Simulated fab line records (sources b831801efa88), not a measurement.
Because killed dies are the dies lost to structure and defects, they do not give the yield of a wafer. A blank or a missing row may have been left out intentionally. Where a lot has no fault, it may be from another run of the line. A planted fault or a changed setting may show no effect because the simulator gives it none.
The tool behind it: which one?    flow gf180mcu    Sampling: 12 lots, 36 wafers, 4 of 602 route steps

WHAT THE GAUGES SHOWED, per wafer
Not one reading of a measure or inspect step in the record can be checked against a usual standard deviation.

WHICH TOOL RAN EACH LOT (tool, then ch and the chambers of the sampled wafers, then the start)
lot   GF_HV_LDD_SOFTBAKE_15              GF_SAB_STRIP_13                       GF_V2_CMP_26                   GF_M3_SOFTBAKE_10
L465  litho track-02 ch 0, day 10 20:04  plasma asher-01 ch 0,1, day 15 10:36  cmp-01 ch 2,3, day 20 16:35    litho track-04 ch 0, day 21 05:20
L466  litho track-01 ch 0, day 11 04:16  plasma asher-01 ch 0,1, day 15 20:37  cmp-01 ch 0,2,3, day 21 03:26  litho track-03 ch 0, day 21 15:08
L467  litho track-02 ch 0, day 11 15:22  plasma asher-01 ch 0,1, day 16 08:25  cmp-02 ch 1,3, day 21 16:02    litho track-04 ch 0, day 22 04:44
L468  litho track-02 ch 0, day 11 21:04  plasma asher-02 ch 0,1, day 16 19:19  cmp-01 ch 0,2,3, day 22 02:28  litho track-03 ch 0, day 22 14:14
L475  litho track-01 ch 0, day 14 00:28  plasma asher-01 ch 0,1, day 19 07:34  cmp-02 ch 1,2, day 24 12:40    litho track-04 ch 0, day 24 23:47
L477  litho track-02 ch 0, day 14 20:46  plasma asher-04 ch 0,1, day 20 08:52  cmp-02 ch 0,2, day 25 10:23    litho track-01 ch 0, day 25 21:40
L478  litho track-04 ch 0, day 15 05:29  plasma asher-02 ch 0,1, day 20 20:07  cmp-01 ch 0,3, day 25 20:49    litho track-01 ch 0, day 26 07:40
L479  litho track-02 ch 0, day 15 18:41  plasma asher-01 ch 1, day 21 10:40    cmp-02 ch 0,2,3, day 26 10:59  litho track-03 ch 0, day 26 22:01
L480  litho track-02 ch 0, day 16 06:56  plasma asher-01 ch 1, day 22 01:39    cmp-02 ch 2,3, day 26 21:48    litho track-03 ch 0, day 27 08:19
L481  litho track-01 ch 0, day 16 10:02  plasma asher-04 ch 0,1, day 22 04:40  cmp-01 ch 0,3, day 27 02:49    litho track-04 ch 0, day 27 13:34
L482  litho track-01 ch 0, day 16 10:58  plasma asher-01 ch 0,1, day 22 08:01  cmp-02 ch 0,1, day 27 05:42    litho track-03 ch 0, day 27 16:02
L484  litho track-02 ch 0, day 17 01:31  plasma asher-02 ch 0,1, day 22 18:01  cmp-02 ch 0,2,3, day 27 12:47  litho track-01 ch 0, day 27 23:34
- GF_HV_LDD_SOFTBAKE_15: time 60 s.
- GF_SAB_STRIP_13: strips in O2/N2.
- GF_V2_CMP_26: polishes, stops on SiO2, t overpolish 15 s, target thk 0 nm.
- GF_M3_SOFTBAKE_10: time 62.78 s.

AS READ BY THE TOOLS THEMSELVES (means over the sampled wafers that have a number; for cases with no such wafer, the mark the record gives instead)
GF_HV_LDD_SOFTBAKE_15. Usual: heater power total W 56.60 W, standard deviation 0.043; resist line temp C 22.98 C, standard deviation 0.11; run length s 89.25 s, standard deviation 0.23.
lot   tool            heater power total W (W)  resist line temp C (C)  run length s (s)  flag
L465  litho track-02  56.60                     22.96                   88.99             
L466  litho track-01  56.59                     23.07                   89.33             
L467  litho track-02  59.74                     22.85                   79.82             OFF
L468  litho track-02  59.75                     22.99                   79.91             OFF
L475  litho track-01  56.60                     23.02                   89.42             
L477  litho track-02  56.58                     23.02                   88.95             
L478  litho track-04  56.63                     22.78                   89.42             
L479  litho track-02  56.56                     23.05                   88.96             
L480  litho track-02  56.54                     22.99                   89.03             
L481  litho track-01  56.62                     22.93                   89.41             
L482  litho track-01  56.62                     22.96                   89.41             
L484  litho track-02  56.60                     23.01                   89.05             

GF_SAB_STRIP_13. Usual: drypump motor current A 5.93 A, standard deviation 0.23; heater power w 358 W, standard deviation 43; oes product au 0.710 a.u., standard deviation 0.0046; strip time to endpoint s 12.60 s, standard deviation 0.035.
lot   tool             drypump motor current A (A)  heater power w (W)  oes product au (a.u.)  strip time to endpoint s (s)  flag
L465  plasma asher-01  5.65                         386                 0.710                  12.64                         
L466  plasma asher-01  5.76                         402                 0.709                  12.57                         
L467  plasma asher-01  5.67                         381                 0.709                  12.57                         
L468  plasma asher-02  6.00                         312                 0.710                  12.60                         
L475  plasma asher-01  5.75                         393                 0.713                  12.58                         
L477  plasma asher-04  6.15                         354                 0.713                  12.60                         
L478  plasma asher-02  5.98                         307                 0.707                  12.59                         
L479  plasma asher-01  5.53                         369                 0.710                  12.57                         
L480  plasma asher-01  5.55                         377                 0.713                  12.63                         
L481  plasma asher-04  6.18                         380                 0.706                  12.61                         
L482  plasma asher-01  5.64                         385                 0.709                  12.59                         
L484  plasma asher-02  5.99                         304                 0.713                  12.55                         

GF_V2_CMP_26. Usual: head pressure psi 3.500 psi, standard deviation 0.0079; motor current A 11.0 A, standard deviation 0.79; overpolish run s 15.000 s, standard deviation 0.0094; time to endpoint s 87 s, standard deviation 3.2.
lot   tool    head pressure psi (psi)  motor current A (A)  overpolish run s (s)  time to endpoint s (s)  flag
L465  cmp-01  3.500                    10.7                 15.005                85                      
L466  cmp-01  3.500                    10.8                 14.992                89                      
L467  cmp-02  3.499                    11.3                 14.998                85                      
L468  cmp-01  3.496                    11.2                 14.988                86                      
L475  cmp-02  3.496                    10.2                 15.003                85                      
L477  cmp-02  3.499                    11.5                 15.003                86                      
L478  cmp-01  3.494                    10.9                 14.998                84                      
L479  cmp-02  3.507                    11.7                 15.001                84                      
L480  cmp-02  3.496                    11.2                 15.000                86                      
L481  cmp-01  3.503                    11.0                 15.006                85                      
L482  cmp-02  3.504                    10.3                 15.000                88                      
L484  cmp-02  3.502                    11.6                 15.003                88                      

GF_M3_SOFTBAKE_10. Usual: heater power total W 93.23 W, standard deviation 0.066; plate sensor t centre C 131.01 C, standard deviation 0.01; plate sensor t edge C 131.21 C, standard deviation 0.0096; resist line temp C 22.97 C, standard deviation 0.11.
lot   tool            heater power total W (W)  plate sensor t centre C (C)  plate sensor t edge C (C)  resist line temp C (C)  flag
L465  litho track-04  93.28                     131.02                       131.20                     23.01                   
L466  litho track-03  93.16                     131.01                       131.21                     22.82                   
L467  litho track-04  93.27                     131.02                       131.22                     22.97                   
L468  litho track-03  93.20                     131.01                       131.20                     22.98                   
L475  litho track-04  93.24                     131.02                       131.21                     22.98                   
L477  litho track-01  93.20                     131.01                       131.21                     22.98                   
L478  litho track-01  93.27                     131.02                       131.22                     23.04                   
L479  litho track-03  93.27                     131.01                       131.20                     23.02                   
L480  litho track-03  93.21                     131.02                       131.22                     22.91                   
L481  litho track-04  93.19                     131.01                       131.21                     23.03                   
L482  litho track-03  93.16                     131.01                       131.20                     23.10                   
L484  litho track-01  93.19                     131.01                       131.21                     22.90                   

THE ANSWER, worked out from the rows above alone
Rule: take the mean of a lot's wafers that have a number; if it is more than 3 standard deviations from the usual mean, the lot is off. A lot without any number at a reading at which 4 lots or more have one is off too. All remaining lots with rows at the step are treated as sound. First the gauges in route order, then the tools' own readings, where a lot's mean is used as printed above. At the first step where some lot is off, the reading lying furthest off is the one used; lots without a number count as furthest.
Off: L467, L468 (GF_HV_LDD_SOFTBAKE_15, heater power total W).
If a tool, at that step or one of the process steps before it, ran each lot that is off and ran no sound lot following the first of them, it fits. None of those tried fits.

WHAT THE SIMULATOR HAD PUT IN
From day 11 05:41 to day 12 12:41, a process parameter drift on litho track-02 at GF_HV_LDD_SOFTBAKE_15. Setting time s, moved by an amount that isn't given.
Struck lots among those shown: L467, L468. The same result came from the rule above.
